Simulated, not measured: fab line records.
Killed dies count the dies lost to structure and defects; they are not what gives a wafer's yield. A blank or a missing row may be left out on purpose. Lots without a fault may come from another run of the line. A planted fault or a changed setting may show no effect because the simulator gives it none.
fab line records	flow gf180mcu
record lots=14	wafers=42	last-day=34
route steps=602 shown POLY_GATE@169 HV_LDD@186
lots that met no fault: from a run of the same line without faults
start-h: hours from the record's opening day to when the first of the lot's shown wafers began	wait-h: time in hours since the lot's previous step	" identical to the entry in the row above	L1.1+2: several wafers, shown together as one row	- no value present, or no start provided	* or withheld: withheld	< > ~ a bound
route shown NAME@n: names a module that has steps shown in the file, with the first one's number in the route	usual: mean/standard deviation of fault-free wafers	same: alike in all rows	chamber/n: place in a boat	sites: per-site readings	_std_site: standard deviation across them	_edge_site: inner sites' mean taken away from outer sites' mean	radius-mm: for every site, how far away it sits from the centre of the wafer	mask NAME#n: copy n	behind: the most recent tool/chamber to have shaped the wafer	hold: why the lot went on hold/how many hours it stayed there/how the hold came to an end	device: which transistor (n, p or np) failed to switch	end of line: tests of these same wafers at the route's end	where a step has no rows: the recipe by itself	killed: dies that structure and defects cost at the first sort, which is not the same as the wafer's yield	map: dies across one wafer; x = killed, . = not, _ = none there
set.NAME: the setting that was run; set.NAME@STEP: the one run at that earlier step	model.NAME: the simulator's own value behind a step, which no gauge read
a sample of lots followed through the steps of the route, with each step as a table and each wafer as a row
services: from which hour (start-h, from the record's first day; less than 0 if before it) a tool's chamber was out of use, for how many hours, and why
## steps
# step GF_POLY_GATE_ETCH_12
# recipe chemistry=N2/H2	target-depth-a=withheld	overetch-a=withheld	time-s=withheld	target=BARC	ion-energy-ev=200	source-w=500	bias-w=100	pressure-mtorr=30	n2-flow-sccm=100	h2-flow-sccm=200
# usual drypump-motor-current-A=6.0/0.46	oes-product-au=0.736/0.0045	throttle-valve-pct=13.215/0.0094
lot.wafer	tool	chamber	start-h	wait-h	drypump-motor-current-A	oes-product-au	throttle-valve-pct
L381.1	rie-diel-04	0	200.07	0.0	5.7	0.745	13.216
L381.3	"	2	"	"	6.4	0.743	13.213
L381.5	"	1	"	"	6.7	0.745	13.227
L382.1	rie-diel-04	0	202.28	0.0	5.7	0.743	13.200
L382.2	"	1	"	"	6.7	0.742	13.220
L382.3	"	3	"	"	6.1	0.741	13.200
L383.1	rie-diel-01	2	210.48	0.0	5.8	0.740	13.214
L383.5	"	1	"	"	5.5	0.739	13.213
L383.6	"	2	"	"	5.8	0.740	13.201
L384.1	rie-diel-01	2	217.43	0.0	5.8	0.743	13.239
L384.3	"	0	"	"	6.3	0.734	13.210
L384.4	"	2	"	"	5.8	0.734	13.229
L385.1	rie-diel-01	1	224.67	0.0	5.4	0.734	13.220
L385.2	"	2	"	"	5.8	0.736	13.224
L385.5	"	0	"	"	6.3	0.739	13.205
L386.1	rie-diel-01	2	232.72	0.0	5.8	0.739	13.209
L386.3	"	0	"	"	6.3	0.734	13.221
L386.4	"	1	"	"	5.5	0.739	13.217
L388.3	rie-diel-04	3	247.32	0.0	6.1	0.735	13.197
L388.5	"	0	"	"	5.7	0.735	13.238
L388.6	"	3	"	"	6.1	0.734	13.217
L391.2	rie-diel-01	0	266.07	0.0	6.3	0.732	13.218
L391.4	"	0	"	"	6.3	0.735	13.222
L391.5	"	2	"	"	5.8	0.736	13.217
L397.1	rie-diel-02	0	311.83	0.0	6.0	0.736	13.225
L397.5	"	3	"	"	6.1	0.738	13.213
L397.6	"	0	"	"	6.1	0.745	13.224
L398.1	rie-diel-02	1	316.52	0.0	6.0	0.738	13.206
L398.5	"	2	"	"	4.8	0.733	13.206
L398.6	"	1	"	"	6.0	0.727	13.216
L399.1	rie-diel-04	1	323.38	0.0	6.7	0.746	13.209
L399.2	"	2	"	"	6.4	0.736	13.210
L399.3	"	3	"	"	6.1	0.736	13.199
L400.2	rie-diel-02	3	336.33	0.0	6.0	0.734	13.217
L400.3	"	0	"	"	6.1	0.733	13.212
L400.6	"	3	"	"	6.0	0.729	13.201
L402.3	rie-diel-01	2	347.87	0.0	5.8	0.738	13.212
L402.4	"	1	"	"	5.4	0.732	13.215
L402.6	"	1	"	"	5.5	0.734	13.207
L403.3	rie-diel-01	0	358.28	0.0	6.3	0.739	13.219
L403.4	"	0	"	"	6.3	0.740	13.218
L403.5	"	1	"	"	5.5	0.737	13.229
# step GF_HV_LDD_STRIP_10
# recipe chemistry=O2/N2	power-w=1400	pressure-mtorr=1500	platen-temp-c=250	o2-flow-sccm=3000	n2-flow-sccm=300	overash-fraction=0.5
# usual drypump-motor-current-A=5.6/0.55	heater-power-w=343/45	oes-product-au=0.716/0.0052	strip-time-to-endpoint-s=12.64/0.034
lot.wafer	tool	chamber	start-h	wait-h	drypump-motor-current-A	heater-power-w	oes-product-au	rf-hours-counter-h	strip-time-to-endpoint-s
L381.1	plasma-asher-04	0	219.53	0.1	6.0	408	0.714	55	12.62
L381.3	"	1	"	"	6.6	402	0.717	-	12.60
L381.5	"	1	"	"	6.6	393	0.715	-	12.61
L382.1	plasma-asher-02	1	221.81	0.1	5.7	301	0.712	55	12.69
L382.2	"	0	"	"	5.1	372	0.711	55	12.71
L382.3	"	1	"	"	5.7	300	0.713	-	12.69
L383.1	plasma-asher-04	1	230.18	0.1	6.6	392	0.711	56	12.71
L383.5	"	0	"	"	6.1	401	0.710	-	12.67
L383.6	"	1	"	"	6.6	382	0.716	-	12.70
L384.1	plasma-asher-02	1	236.98	0.1	5.7	292	0.721	56	12.59
L384.3	"	0	"	"	5.2	386	0.710	-	12.57
L384.4	"	1	"	"	5.7	291	0.706	-	12.59
L385.1	plasma-asher-02	1	247.25	0.1	5.7	293	0.716	58	12.68
L385.2	"	0	"	"	5.1	383	0.717	58	12.64
L385.5	"	1	"	"	5.6	292	0.713	-	12.65
L386.1	plasma-asher-02	1	254.05	0.1	5.6	289	0.725	58	12.60
L386.3	"	1	"	"	5.7	293	0.715	-	12.65
L386.4	"	0	"	"	5.1	374	0.714	-	12.62
L388.3	plasma-asher-03	1	268.61	0.1	4.9	293	0.716	-	12.64
L388.5	"	1	"	"	4.9	294	0.712	-	12.68
L388.6	"	0	"	"	5.6	325	0.720	-	12.67
L391.2	plasma-asher-04	1	289.13	0.1	6.6	394	0.719	61	12.59
L391.4	"	1	"	"	6.6	404	0.723	-	12.64
L391.5	"	0	"	"	6.0	398	0.713	-	12.62
L397.1	plasma-asher-03	0	334.88	0.1	5.6	323	0.718	26	12.62
L397.5	"	1	"	"	4.9	291	0.718	-	12.62
L397.6	"	0	"	"	5.6	319	0.718	-	12.64
L398.1	plasma-asher-03	0	339.03	0.1	5.6	326	0.704	26	12.66
L398.5	"	0	"	"	5.6	327	0.723	-	12.63
L398.6	"	1	"	"	4.9	295	0.717	-	12.60
L399.1	plasma-asher-02	0	346.63	0.1	5.1	389	0.717	68	12.68
L399.2	"	1	"	"	5.7	296	0.710	68	12.66
L399.3	"	0	"	"	5.1	389	0.707	-	12.67
L400.2	plasma-asher-04	0	360.11	0.1	6.1	394	0.714	68	12.70
L400.3	"	1	"	"	6.6	406	0.719	-	12.67
L400.6	"	0	"	"	6.1	399	0.720	-	12.70
L402.3	plasma-asher-02	0	372.41	0.1	5.2	375	0.712	-	12.64
L402.4	"	1	"	"	5.7	299	0.712	-	12.62
L402.6	"	1	"	"	5.7	299	0.715	-	12.64
L403.3	plasma-asher-03	0	382.41	0.1	5.6	316	0.716	-	12.65
L403.4	"	1	"	"	4.9	290	0.723	-	12.65
L403.5	"	0	"	"	5.6	326	0.715	-	12.65
# step GF_HV_LDD_IMPLANT_36
# recipe species=P	energy-kev=60	dose-cm2=7.5e+12	tilt-deg=30	rotation-deg=270
# usual beam-energy-keV=60.002/0.017	beam-on-s=9.99/0.21
lot.wafer	tool	chamber	start-h	wait-h	beam-energy-keV	beam-on-s
L381.1	implanter-02	0	257.18	0.1	59.967	10.15
L381.3	"	0	"	"	60.005	9.97
L381.5	"	0	"	"	60.015	9.83
L382.1	implanter-01	0	259.59	0.1	60.029	10.04
L382.2	"	0	"	"	60.012	9.95
L382.3	"	0	"	"	59.984	9.93
L383.1	implanter-04	-	268.58	0.1	-	-
L383.5	"	-	"	"	-	-
L383.6	"	-	"	"	-	-
L384.1	implanter-01	-	275.01	0.1	-	-
L384.3	"	-	"	"	-	-
L384.4	"	-	"	"	-	-
L385.1	implanter-02	0	286.08	0.1	60.025	9.79
L385.2	"	0	"	"	59.987	10.00
L385.5	"	0	"	"	60.019	10.31
L386.1	implanter-01	0	292.96	0.1	59.987	10.07
L386.3	"	0	"	"	59.980	10.11
L386.4	"	0	"	"	60.001	9.99
L388.3	implanter-02	0	308.83	0.1	59.977	10.22
L388.5	"	0	"	"	60.009	10.03
L388.6	"	0	"	"	59.995	9.88
L391.2	implanter-01	0	331.86	0.1	60.012	10.27
L391.4	"	0	"	"	59.991	9.82
L391.5	"	0	"	"	60.001	9.91
L397.1	implanter-02	0	379.38	0.1	60.016	9.78
L397.5	"	0	"	"	60.008	9.97
L397.6	"	0	"	"	60.019	10.28
L398.1	implanter-01	0	383.93	0.1	60.006	10.14
L398.5	"	0	"	"	59.997	10.06
L398.6	"	0	"	"	59.989	10.17
L399.1	implanter-01	0	391.21	0.1	59.983	9.92
L399.2	"	0	"	"	59.975	9.88
L399.3	"	0	"	"	60.010	9.86
L400.2	implanter-02	0	406.65	0.1	60.008	9.81
L400.3	"	0	"	"	60.000	10.17
L400.6	"	0	"	"	59.994	9.94
L402.3	implanter-01	0	418.93	0.1	59.979	9.80
L402.4	"	0	"	"	59.991	9.73
L402.6	"	0	"	"	59.994	9.96
L403.3	implanter-01	0	430.38	0.1	59.992	9.88
L403.4	"	0	"	"	60.000	9.87
L403.5	"	0	"	"	59.998	9.94
# step GF_HV_LDD_TW_MEAS_38
# usual HV_LDD_3_TW=1440/17
lot.wafer	tool	chamber	start-h	wait-h	HV_LDD_3_TW
L381.1	film-metro-03	-	257.43	0.1	1423
L381.3	"	-	"	"	1418
L381.5	"	-	"	"	1417
L382.1	film-metro-03	-	259.84	0.1	1426
L382.2	"	-	"	"	1420
L382.3	"	-	"	"	1419
L383.1	film-metro-03	-	268.83	0.1	1304
L383.5	"	-	"	"	1308
L383.6	"	-	"	"	1303
L384.1	film-metro-03	-	275.26	0.1	1303
L384.3	"	-	"	"	1309
L384.4	"	-	"	"	1306
L385.1	film-metro-04	-	286.33	0.1	1432
L385.2	"	-	"	"	1434
L385.5	"	-	"	"	1439
L386.1	film-metro-04	-	293.21	0.1	1431
L386.3	"	-	"	"	1427
L386.4	"	-	"	"	1425
L388.3	film-metro-03	-	309.05	0.1	1424
L388.5	"	-	"	"	1419
L388.6	"	-	"	"	1421
L391.2	film-metro-04	-	332.09	0.1	1429
L391.4	"	-	"	"	1424
L391.5	"	-	"	"	1428
L397.1	film-metro-04	-	379.63	0.1	1435
L397.5	"	-	"	"	1428
L397.6	"	-	"	"	1437
L398.1	film-metro-02	-	384.23	0.1	1456
L398.5	"	-	"	"	1465
L398.6	"	-	"	"	1470
L399.1	film-metro-02	-	391.46	0.1	1468
L399.2	"	-	"	"	1466
L399.3	"	-	"	"	1471
L400.2	film-metro-03	-	406.89	0.1	1431
L400.3	"	-	"	"	1429
L400.6	"	-	"	"	1427
L402.3	film-metro-03	-	419.15	0.1	1423
L402.4	"	-	"	"	1427
L402.6	"	-	"	"	1421
L403.3	film-metro-04	-	430.60	0.1	1438
L403.4	"	-	"	"	1443
L403.5	"	-	"	"	1442
# step GF_HV_LDD_CD_MEAS_46
# recipe target-cd-nm=400
# usual cd-nm=400.8/2.6
lot.wafer	tool	chamber	start-h	wait-h	cd-nm
L381.1	cd-sem-01	-	276.37	0.1	404.3
L381.3	"	-	"	"	403.9
L381.5	"	-	"	"	401.7
L382.1	cd-sem-02	-	278.67	0.1	403.1
L382.2	"	-	"	"	402.5
L382.3	"	-	"	"	403.2
L383.1	cd-sem-01	-	288.28	0.1	397.7
L383.5	"	-	"	"	394.3
L383.6	"	-	"	"	396.5
L384.1	cd-sem-01	-	294.95	0.1	403.4
L384.3	"	-	"	"	403.1
L384.4	"	-	"	"	403.0
L385.1	cd-sem-01	-	306.93	0.1	404.4
L385.2	"	-	"	"	406.0
L385.5	"	-	"	"	403.8
L386.1	cd-sem-02	-	313.35	0.1	401.4
L386.3	"	-	"	"	402.0
L386.4	"	-	"	"	402.1
L388.3	cd-sem-02	-	329.94	0.1	400.5
L388.5	"	-	"	"	401.5
L388.6	"	-	"	"	403.4
L391.2	cd-sem-01	-	352.95	0.1	404.1
L391.4	"	-	"	"	402.7
L391.5	"	-	"	"	402.9
L397.1	cd-sem-01	-	402.47	0.1	397.7
L397.5	"	-	"	"	398.8
L397.6	"	-	"	"	399.7
L398.1	cd-sem-01	-	407.20	0.1	401.1
L398.5	"	-	"	"	397.1
L398.6	"	-	"	"	399.2
L399.1	cd-sem-02	-	414.72	0.1	398.0
L399.2	"	-	"	"	397.5
L399.3	"	-	"	"	397.1
L400.2	cd-sem-02	-	431.07	0.1	400.0
L400.3	"	-	"	"	400.1
L400.6	"	-	"	"	399.4
L402.3	cd-sem-01	-	443.19	0.1	397.8
L402.4	"	-	"	"	397.1
L402.6	"	-	"	"	395.8
L403.3	cd-sem-02	-	454.94	0.1	398.8
L403.4	"	-	"	"	398.6
L403.5	"	-	"	"	399.0
# step GF_HV_LDD_RS_MEAS_53
# recipe thk-meas-gauge=four-point-probe
# usual HV_LDD_RS=418.1/0.86
lot.wafer	tool	chamber	start-h	wait-h	HV_LDD_RS[ohm/sq]
L381.1	film-metro-04	-	276.96	0.1	416.8
L381.3	"	-	"	"	417.5
L381.5	"	-	"	"	418.0
L382.1	film-metro-03	-	279.26	0.1	418.5
L382.2	"	-	"	"	419.0
L382.3	"	-	"	"	418.6
L383.1	film-metro-04	-	288.86	0.1	438.0
L383.5	"	-	"	"	438.2
L383.6	"	-	"	"	438.8
L384.1	film-metro-03	-	295.54	0.1	438.9
L384.3	"	-	"	"	440.8
L384.4	"	-	"	"	439.4
L385.1	film-metro-02	-	307.51	0.1	418.7
L385.2	"	-	"	"	418.9
L385.5	"	-	"	"	419.3
L386.1	film-metro-03	-	313.93	0.1	417.9
L386.3	"	-	"	"	416.7
L386.4	"	-	"	"	418.2
L388.3	film-metro-03	-	330.53	0.1	418.3
L388.5	"	-	"	"	418.1
L388.6	"	-	"	"	417.5
L391.2	film-metro-03	-	353.61	0.1	416.8
L391.4	"	-	"	"	417.7
L391.5	"	-	"	"	417.8
L397.1	film-metro-03	-	403.05	0.1	418.7
L397.5	"	-	"	"	418.0
L397.6	"	-	"	"	418.0
L398.1	film-metro-03	-	407.78	0.1	419.0
L398.5	"	-	"	"	418.7
L398.6	"	-	"	"	420.2
L399.1	film-metro-02	-	415.30	0.1	418.4
L399.2	"	-	"	"	418.9
L399.3	"	-	"	"	417.5
L400.2	film-metro-02	-	431.70	0.1	419.6
L400.3	"	-	"	"	418.6
L400.6	"	-	"	"	419.5
L402.3	film-metro-04	-	443.77	0.1	418.5
L402.4	"	-	"	"	418.9
L402.6	"	-	"	"	419.2
L403.3	film-metro-03	-	455.52	0.1	417.8
L403.4	"	-	"	"	416.3
L403.5	"	-	"	"	418.2
## services
tool	chamber	start-h	hours	kind
implanter-02	-	187.77	1.1	repair
rie-diel-01	3	193.83	132.0	repair
plasma-asher-03	-	199.69	0.4	repair
implanter-01	-	199.83	1.9	repair
rie-diel-04	3	218.03	12.0	repair
implanter-01	-	227.42	0.8	repair
plasma-asher-04	-	232.07	2.7	repair
plasma-asher-04	-	232.64	0.3	repair
plasma-asher-04	-	239.36	4.5	repair
rie-diel-01	2	247.37	2.7	repair
rie-diel-04	1	257.15	14.3	repair
implanter-04	-	258.47	4.1	pm
rie-diel-04	0	259.85	8.7	repair
rie-diel-04	3	267.51	1.9	repair
plasma-asher-04	-	277.98	1.9	repair
rie-diel-04	1	305.06	15.9	repair
implanter-02	-	318.39	4.4	pm
rie-diel-04	0	378.32	4.2	repair
rie-diel-04	-	379.36	1.0	repair
rie-diel-02	3	395.57	8.4	repair
plasma-asher-04	-	406.50	2.8	pm
plasma-asher-04	-	412.33	1.9	repair
rie-diel-02	3	413.18	18.6	repair
plasma-asher-02	-	421.25	9.0	pm
## key
first-sign step=GF_HV_LDD_IMPLANT_36	reading=tool-record	direction=missing
effect step=GF_HV_LDD_TW_MEAS_38	reading=HV_LDD_3_TW	direction=down	sigmas=7.7	usual=1440	struck=1306
effect step=GF_HV_LDD_RS_MEAS_53	reading=HV_LDD_RS	direction=up	sigmas=24	usual=418.1	struck=439.0
met-at GF_HV_LDD_IMPLANT_36
struck-lots L383,L384
later-rows-left-out L383.1,L383.5,L383.6,L384.1,L384.3,L384.4
sort-left-out L383.1,L383.5,L383.6,L384.1,L384.3,L384.4
tester-left-out L383,L384
not-acting-at GF_POLY_GATE_ETCH_12,GF_HV_LDD_STRIP_10,GF_HV_LDD_CD_MEAS_46
onset-between 259.59 268.58
fault kind=skipped-step-whole	tool=implanter-01,implanter-04	chamber=-	onset-h=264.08	steps=GF_HV_LDD_IMPLANT_36	scope=struck-lots-only
# tester-left-out: of these lots the tester's yield and bins aren't shown, on N5 and GAA mostly nor the transistor test; their killed dies are dies lost to structure and defects alone, not to doping, threshold or leakage, so they don't give the yield
# sort-left-out: the simulated sort isn't trusted on such a fault, so these wafers' sort isn't shown, and their yield isn't known
# later-rows-left-out: the simulator's readings of these wafers behind a module that went badly wrong aren't trusted and aren't shown, but for the sort
